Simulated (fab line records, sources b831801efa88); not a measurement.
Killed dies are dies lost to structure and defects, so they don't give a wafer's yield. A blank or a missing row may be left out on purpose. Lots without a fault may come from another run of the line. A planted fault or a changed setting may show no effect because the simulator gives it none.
fab line records | flow sky130
record lots=6 wafers=18 last_day=50
route steps=708 shown RES_XHIGH@332 SD_N@342 PAD_OPEN@708
lots that met no fault: from a run of the same line without faults
start_h: hours from the record's first day to the start of the lot's first wafer shown | wait_h: hours since the lot's step before | " the same as in the row above | L1.1+2: a row that stands for several wafers | - no value, or no start given | * or withheld: withheld | < > ~ a bound
route shown NAME@n: a module of which the file shows steps, and the number in the route of the first | usual: mean/standard deviation of fault-free wafers | same: alike in all rows | chamber/n: place in a boat | sites: the reading at each site | _std_site: their standard deviation | _edge_site: outer sites' mean less inner sites' | radius_mm: how far each site lies from the wafer's centre | mask NAME#n: copy n | behind: the tool/chamber that last shaped the wafer | hold: why the lot was held/for how many hours/how that ended | device: the transistor (n, p or np) that didn't switch | end of line: the same wafers' tests at the end of the route | a step without rows: its recipe alone | killed: dies lost to structure and defects at the first sort, not the wafer's yield | map: a wafer's dies, x killed, . not, _ none there
set.NAME: the setting as run; set.NAME@STEP: as run at that earlier step | model.NAME: the simulator's own value behind a step, which no gauge read
lots at some steps of the route; a table a step, a row a wafer
services: from which hour (start_h, from the record's first day; less than 0 if before it) a tool's chamber was out of use, for how many hours, and why
## steps
# step SKY_RES_XHIGH_DEHYDRATE_00
# recipe temp_c=200 time_s=60
# step SKY_RES_XHIGH_HMDS_01
# recipe prime_time_s=60 prime_temp_c=120
# step SKY_RES_XHIGH_COAT_02
# recipe resist=NOVOLAK spin_rpm=3000 resist_thk_nm=1140
# step SKY_RES_XHIGH_SOFTBAKE_03
# recipe temp_c=90 time_s=60 resist=NOVOLAK
# step SKY_RES_XHIGH_EXPOSE_04
# recipe mask_id=URPM na=0.6 source_shape=conventional sigma_outer=0.6 polarization=unpolarized target_cd_nm=1270 dose_mj=140
# step SKY_RES_XHIGH_PEB_05
# recipe temp_c=withheld time_s=* resist=NOVOLAK
# step SKY_RES_XHIGH_DEVELOP_06
# recipe resist=NOVOLAK developer=TMAH develop_time_s=60 dev_temp_c=23
# step SKY_RES_XHIGH_IMPLANT_07
# recipe species=BF2 energy_kev=19.86 dose_cm2=3.6e+14 tilt_deg=0
# step SKY_RES_XHIGH_STRIP_08
# recipe chemistry=O2/N2 power_w=1400 pressure_mtorr=1500 platen_temp_c=withheld o2_flow_sccm=3000 n2_flow_sccm=300 overash_fraction=0.5
# usual drypump_motor_current_A=5.96/0.27 oes_product_au=0.711/0.0051 strip_time_to_endpoint_s=14.29/0.044
# columns lot.wafer tool chamber start_h wait_h drypump_motor_current_A oes_product_au rf_hours_counter_h strip_time_to_endpoint_s
L281.1 plasma_asher-04 0 642.84 0.1 6.20 0.707 21 14.31
L281.3 " 0 " " 6.22 0.712 - 14.28
L281.5 " 1 " " 5.98 0.707 - 14.32
L282.2 plasma_asher-03 1 655.43 0.1 6.02 0.721 83 14.23
L282.3 " 1 " " 6.03 0.703 - 14.23
L282.4 " 0 " " 6.45 0.705 - 14.22
L284.1 plasma_asher-04 0 670.78 0.1 6.27 0.719 24 14.25
L284.2 " 1 " " 5.95 0.719 24 14.26
L284.6 " 0 " " 6.27 0.715 - 14.24
L285.2 plasma_asher-03 1 678.63 0.1 6.02 0.716 85 14.31
L285.3 " 1 " " 6.02 0.713 - 14.26
L285.5 " 0 " " 6.42 0.706 - 14.31
L288.3 plasma_asher-04 1 706.36 0.1 5.97 0.715 - 14.32
L288.4 " 0 " " 6.29 0.700 - 14.33
L288.6 " 1 " " 5.96 0.706 - 14.31
L300.1 plasma_asher-02 0 798.53 0.1 5.59 0.715 67 14.16
L300.5 " 0 " " 5.60 0.708 - 14.25
L300.6 " 1 " " 5.67 0.710 - 14.22
# step SKY_RES_XHIGH_TW_MEAS_09
# usual RES_XHIGH_TW=1659/15
# columns lot.wafer tool chamber start_h wait_h RES_XHIGH_TW
L281.1 film_metro-01 - 642.94 0.1 1658
L281.3 " - " " 1674
L281.5 " - " " 1668
L282.2 film_metro-03 - 655.54 0.1 1628
L282.3 " - " " 1630
L282.4 " - " " 1636
L284.1 film_metro-02 - 670.88 0.1 1672
L284.2 " - " " 1670
L284.6 " - " " 1657
L285.2 film_metro-02 - 678.74 0.1 1665
L285.3 " - " " 1670
L285.5 " - " " 1677
L288.3 film_metro-01 - 706.45 0.1 1682
L288.4 " - " " 1666
L288.6 " - " " 1669
L300.1 film_metro-03 - 798.63 0.1 1643
L300.5 " - " " 1636
L300.6 " - " " 1637
# step SKY_SD_N_DEHYDRATE_00
# recipe temp_c=200 time_s=60
# step SKY_SD_N_HMDS_01
# recipe prime_time_s=60 prime_temp_c=120
# step SKY_SD_N_COAT_02
# recipe resist=NOVOLAK spin_rpm=3000 resist_thk_nm=1140
# columns lot.wafer tool chamber start_h wait_h model.NOVOLAK_of_SD_N_COAT_02.thk_nm
L281.1 litho_track-02 0 657.09 0.1 1147
L281.3 " 0 " " 1144
L281.5 " 0 " " 1145
L282.2+3 litho_track-01 0 669.66 0.1 1140
L282.4 " 0 " " 1142
L284.1 litho_track-02 0 684.84 0.1 1146
L284.2 " 0 " " 1143
L284.6 " 0 " " 1145
L285.2 litho_track-01 0 693.21 0.1 1165
L285.3 " 0 " " 1168
L285.5 " 0 " " 1166
L288.3 litho_track-01 0 720.03 0.1 1161
L288.4 " 0 " " 1166
L288.6 " 0 " " 1163
L300.1 litho_track-04 0 811.07 0.1 1140
L300.5 " 0 " " 1142
L300.6 " 0 " " 1137
# step SKY_SD_N_SOFTBAKE_03
# recipe temp_c=90 time_s=60 resist=NOVOLAK
# step SKY_SD_N_EXPOSE_04
# recipe mask_id=NSDM na=0.6 source_shape=conventional sigma_outer=0.6 polarization=unpolarized target_cd_nm=380 dose_mj=141
# step SKY_SD_N_PEB_05
# recipe temp_c=withheld time_s=* resist=NOVOLAK
# step SKY_SD_N_DEVELOP_06
# recipe resist=NOVOLAK developer=TMAH develop_time_s=60 dev_temp_c=23
# columns lot.wafer tool chamber start_h wait_h model.NOVOLAK_of_SD_N_COAT_02.thk_nm
L281.1 litho_track-02 0 671.19 0.1 1147
L281.3 " 0 " " 1144
L281.5 " 0 " " 1145
L282.2 litho_track-02 0 683.82 0.1 1139
L282.3 " 0 " " 1140
L282.4 " 0 " " 1141
L284.1 litho_track-04 0 698.87 0.1 1146
L284.2 " 0 " " 1143
L284.6 " 0 " " 1145
L285.2+5 litho_track-04 0 706.80 0.1 1165
L285.3 " 0 " " 1167
L288.3 litho_track-04 0 734.47 0.1 1161
L288.4 " 0 " " 1165
L288.6 " 0 " " 1162
L300.1 litho_track-01 0 824.83 0.1 1140
L300.5 " 0 " " 1141
L300.6 " 0 " " 1137
# step SKY_SD_N_CD_MEAS_07
# recipe target_cd_nm=380
# usual cd_nm=379.8/2.2
# columns lot.wafer tool chamber start_h wait_h cd_nm
L281.1 cd_sem-02 - 671.34 0.1 381.8
L281.3 " - " " 378.8
L281.5 " - " " 382.2
L282.2 cd_sem-02 - 683.96 0.1 381.0
L282.3 " - " " 379.8
L282.4 " - " " 382.9
L284.1 cd_sem-01 - 699.02 0.1 377.7
L284.2 " - " " 376.7
L284.6 " - " " 376.6
L285.2 cd_sem-01 - 707.02 0.2 378.2
L285.3 " - " " 378.8
L285.5 " - " " 376.3
L288.3 cd_sem-02 - 734.61 0.1 379.1
L288.4 " - " " 377.4
L288.6 " - " " 379.5
L300.1 cd_sem-01 - 824.98 0.1 379.6
L300.5 " - " " 379.9
L300.6 " - " " 379.8
# step SKY_SD_N_OVL_MEAS_08
# usual SD_N_OVL=-0.1/1.5
# columns lot.wafer tool chamber start_h wait_h SD_N_OVL[nm]
L281.1 overlay-02 - 671.46 0.1 0.2
L281.3 " - " " 1.9
L281.5 " - " " 0.5
L282.2 overlay-01 - 684.07 0.1 0.8
L282.3 " - " " 1.2
L282.4 " - " " 1.0
L284.1 overlay-01 - 699.14 0.1 1.6
L284.2 " - " " -1.1
L284.6 " - " " 1.4
L285.2 overlay-01 - 707.13 0.1 1.1
L285.3 " - " " -0.3
L285.5 " - " " -0.5
L288.3 overlay-02 - 734.70 0.1 -2.2
L288.4 " - " " -2.9
L288.6 " - " " -1.0
L300.1 overlay-02 - 825.10 0.1 -1.8
L300.5 " - " " -1.0
L300.6 " - " " -0.3
# step SKY_SD_N_IMPLANT_09
# recipe species=As energy_kev=50 dose_cm2=4e+15 tilt_deg=0
# step SKY_SD_N_IMPLANT_10
# recipe species=P energy_kev=20 dose_cm2=1e+14 tilt_deg=0
# step SKY_SD_N_STRIP_11
# recipe chemistry=O2/N2 power_w=1400 pressure_mtorr=1500 platen_temp_c=withheld o2_flow_sccm=3000 n2_flow_sccm=300 overash_fraction=0.5
# usual drypump_motor_current_A=6.07/0.25 oes_product_au=0.527/0.0045 strip_time_to_endpoint_s=22.57/0.038
# columns lot.wafer tool chamber start_h wait_h drypump_motor_current_A oes_product_au rf_hours_counter_h strip_time_to_endpoint_s
L281.1 plasma_asher-04 0 671.80 0.1 6.26 0.517 24 22.59
L281.3 " 0 " " 6.28 0.522 - 22.56
L281.5 " 1 " " 5.94 0.525 - 22.57
L282.2 plasma_asher-03 0 684.40 0.1 6.43 0.527 86 22.57
L282.3 " 1 " " 6.04 0.528 - 22.56
L282.4 " 0 " " 6.44 0.533 - 22.56
L284.1 plasma_asher-01 0 699.48 0.1 5.61 0.526 100 22.64
L284.2 " 1 " " 6.02 0.529 100 22.60
L284.6 " 0 " " 5.61 0.533 - 22.63
L285.2 plasma_asher-03 0 707.46 0.1 6.44 0.516 88 22.85
L285.3 " 1 " " 6.02 0.526 - 22.85
L285.5 " 1 " " 6.02 0.524 - 22.83
L288.3 plasma_asher-04 1 735.06 0.1 5.97 0.528 - 22.74
L288.4 " 0 " " 6.23 0.528 - 22.83
L288.6 " 1 " " 5.96 0.530 - 22.75
L300.1 plasma_asher-01 1 825.44 0.1 6.01 0.520 8 22.55
L300.5 " 0 " " 5.59 0.526 - 22.55
L300.6 " 1 " " 6.04 0.530 - 22.51
# step SKY_SD_N_TW_MEAS_12
# usual SD_N_TW=4030/39
# columns lot.wafer tool chamber start_h wait_h SD_N_TW
L281.1 film_metro-02 - 671.90 0.1 4088
L281.3 " - " " 4069
L281.5 " - " " 4076
L282.2 film_metro-02 - 684.51 0.1 4081
L282.3 " - " " 4062
L282.4 " - " " 4070
L284.1 film_metro-03 - 699.58 0.1 3990
L284.2 " - " " 3977
L284.6 " - " " 3975
L285.2 film_metro-03 - 707.57 0.1 4002
L285.3 " - " " 3956
L285.5 " - " " 3972
L288.3 film_metro-01 - 735.16 0.1 4029
L288.4 " - " " 4052
L288.6 " - " " 4039
L300.1 film_metro-02 - 825.54 0.1 4071
L300.5 " - " " 4055
L300.6 " - " " 4093
# step SKY_PAD_OPEN_PROBE_99
# usual killed_at_M0_to_M3=44/7 killed_at_M4_up=3.2/2 killed_at_contacts=25/5.3 killed_at_front_end=15/4.3 killed_at_other=0.3/0.54 killed_dies=86/8.7 killed_open=47/6.4 killed_short=39/5.6
# same gross_dies=492 killed_at_back_side=0
# columns lot.wafer tool chamber start_h wait_h killed_at_M0_to_M3 killed_at_M4_up killed_at_contacts killed_at_front_end killed_at_other killed_dies killed_open killed_short
L281.1 prober-02 - 1091.21 0.1 37 3 36 13 1 90 46 43
L281.3 prober-02 - 1091.31 0.2 43 6 22 13 1 85 43 41
L281.5 prober-02 - 1091.41 0.2 38 4 35 13 0 90 47 43
L282.2 prober-01 - 1102.34 0.1 34 4 27 23 0 88 50 37
L282.3 prober-01 - 1102.39 0.2 44 1 24 15 0 84 46 37
L282.4 prober-01 - 1102.44 0.2 33 1 27 19 0 80 44 36
L284.1 prober-01 - 1110.30 0.1 36 5 27 12 2 82 54 26
L284.2 prober-01 - 1110.35 0.1 33 0 30 9 0 72 42 30
L284.6 prober-01 - 1110.55 0.2 49 2 19 12 1 83 46 36
L285.2 prober-02 - 1117.26 0.1 50 4 20 17 0 91 54 36
L285.3 prober-02 - 1117.31 0.2 45 1 33 16 0 95 49 46
L285.5 prober-02 - 1117.41 0.2 30 3 15 14 0 62 25 37
# killed by level:class
L281.1 LI_CONTACT:geometric_particle:open=11 VIA1:geometric_particle:open=9 CONTACT:geometric_particle:short=9 CONTACT:geometric_particle:open=8 METAL2:geometric_particle:short=7 VIA3:geometric_particle:open=6 VIA2:geometric_particle:open=5 FIELD_ISO:geometric_particle:short=4
L281.3 VIA1:geometric_particle:open=11 LI_CONTACT:geometric_particle:open=7 VIA2:geometric_particle:open=6 CONTACT:geometric_particle:open=6 FIELD_ISO:geometric_particle:short=5 LOCAL_INTERCONNECT:geometric_particle:short=5 VIA3:geometric_particle:open=5 VIA1:geometric_particle:short=5
L281.5 LOCAL_INTERCONNECT:geometric_particle:short=11 LI_CONTACT:geometric_particle:open=9 CONTACT:geometric_particle:open=9 METAL2:geometric_particle:short=8 FIELD_ISO:geometric_particle:open=4 METAL1:geometric_particle:open=4 VIA1:geometric_particle:open=4 METAL2:geometric_particle:open=4
L282.2 VIA1:geometric_particle:open=11 CONTACT:geometric_particle:open=9 POLY_GATE:geometric_particle:open=7 CONTACT:geometric_particle:short=7 FIELD_ISO:geometric_particle:short=6 FIELD_ISO:geometric_particle:open=5 LI_CONTACT:geometric_particle:open=5 VIA3:geometric_particle:open=4
L282.3 METAL1:geometric_particle:short=11 CONTACT:geometric_particle:open=10 VIA1:geometric_particle:open=7 VIA3:geometric_particle:open=7 METAL2:geometric_particle:short=6 LI_CONTACT:geometric_particle:open=6 FIELD_ISO:geometric_particle:open=5 LOCAL_INTERCONNECT:geometric_particle:short=4
L282.4 CONTACT:geometric_particle:open=11 FIELD_ISO:geometric_particle:open=9 FIELD_ISO:geometric_particle:short=7 LI_CONTACT:geometric_particle:open=6 METAL2:geometric_particle:short=6 VIA1:geometric_particle:open=5 METAL3:geometric_particle:short=5 VIA3:geometric_particle:open=5
L284.1 CONTACT:geometric_particle:open=13 LI_CONTACT:geometric_particle:open=8 VIA2:geometric_particle:open=8 VIA1:geometric_particle:open=6 FIELD_ISO:geometric_particle:short=4 METAL1:geometric_particle:short=4 FIELD_ISO:geometric_particle:open=3 METAL2:geometric_particle:short=3
L284.2 CONTACT:geometric_particle:open=11 VIA1:geometric_particle:open=8 LI_CONTACT:geometric_particle:open=7 LOCAL_INTERCONNECT:geometric_particle:short=6 VIA2:geometric_particle:open=6 VIA3:geometric_particle:open=5 METAL2:geometric_particle:short=4 VIA2:geometric_particle:short=3
L284.6 VIA2:geometric_particle:open=11 VIA1:geometric_particle:short=7 VIA3:geometric_particle:open=7 VIA1:geometric_particle:open=6 POLY_GATE:geometric_particle:open=5 CONTACT:geometric_particle:open=5 CONTACT:geometric_particle:short=5 METAL1:geometric_particle:short=5
L285.2 CONTACT:geometric_particle:open=11 VIA3:geometric_particle:open=9 VIA2:geometric_particle:open=9 VIA1:geometric_particle:open=8 FIELD_ISO:geometric_particle:open=6 FIELD_ISO:geometric_particle:short=5 METAL2:geometric_particle:short=5 VIA3:geometric_particle:short=5
L285.3 VIA1:geometric_particle:open=11 LI_CONTACT:geometric_particle:open=9 CONTACT:geometric_particle:open=8 CONTACT:geometric_particle:short=7 METAL1:geometric_particle:short=6 VIA3:geometric_particle:open=5 LOCAL_INTERCONNECT:geometric_particle:short=5 METAL2:geometric_particle:short=5
L285.5 LI_CONTACT:geometric_particle:open=6 POLY_GATE:geometric_particle:short=5 METAL2:geometric_particle:short=5 METAL1:geometric_particle:short=4 VIA3:geometric_particle:open=4 FIELD_ISO:geometric_particle:short=3 VIA2:geometric_particle:open=3 LOCAL_INTERCONNECT:geometric_particle:short=3
## services
# columns tool chamber start_h hours kind
plasma_asher-02 - 621.73 4.0 pm
plasma_asher-02 - 714.91 1.2 repair
plasma_asher-01 - 733.75 9.0 pm
plasma_asher-01 0 733.75 9.0 vent_cycle
plasma_asher-01 1 733.75 9.0 vent_cycle
plasma_asher-01 0 742.75 - clean
plasma_asher-01 1 742.75 - clean
plasma_asher-03 - 764.71 2.0 repair
## key
first_sign step=SKY_SD_N_STRIP_11 reading=strip_time_to_endpoint_s direction=up sigmas=6.2 usual=* struck=*
effect none on later readings
model_effect step=SKY_SD_N_COAT_02 value=NOVOLAK_of_SD_N_COAT_02.thk_nm without=1145 struck=1165
model_effect step=SKY_SD_N_DEVELOP_06 value=NOVOLAK_of_SD_N_COAT_02.thk_nm without=1145 struck=1164
met_at SKY_SD_N_COAT_02
struck_wafers L285.2,L285.3,L285.5,L288.3,L288.4,L288.6
tester_left_out L285,L288
onset_between 669.66 693.21
also_fits SKY_SD_N_DEVELOP_06:litho_track-04
fault kind=process_parameter_drift tool=litho_track-01 chamber=- onset_h=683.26 steps=SKY_SD_N_COAT_02 channel=resist_thk_nm offset=19.693 shape=step end_h=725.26 acts_in=these_recipes_only stated=1140
# tester_left_out: of these lots the tester's yield and bins aren't shown, on N5 and GAA mostly nor the transistor test; their killed dies are dies lost to structure and defects alone, not to doping, threshold or leakage, so they don't give the yield
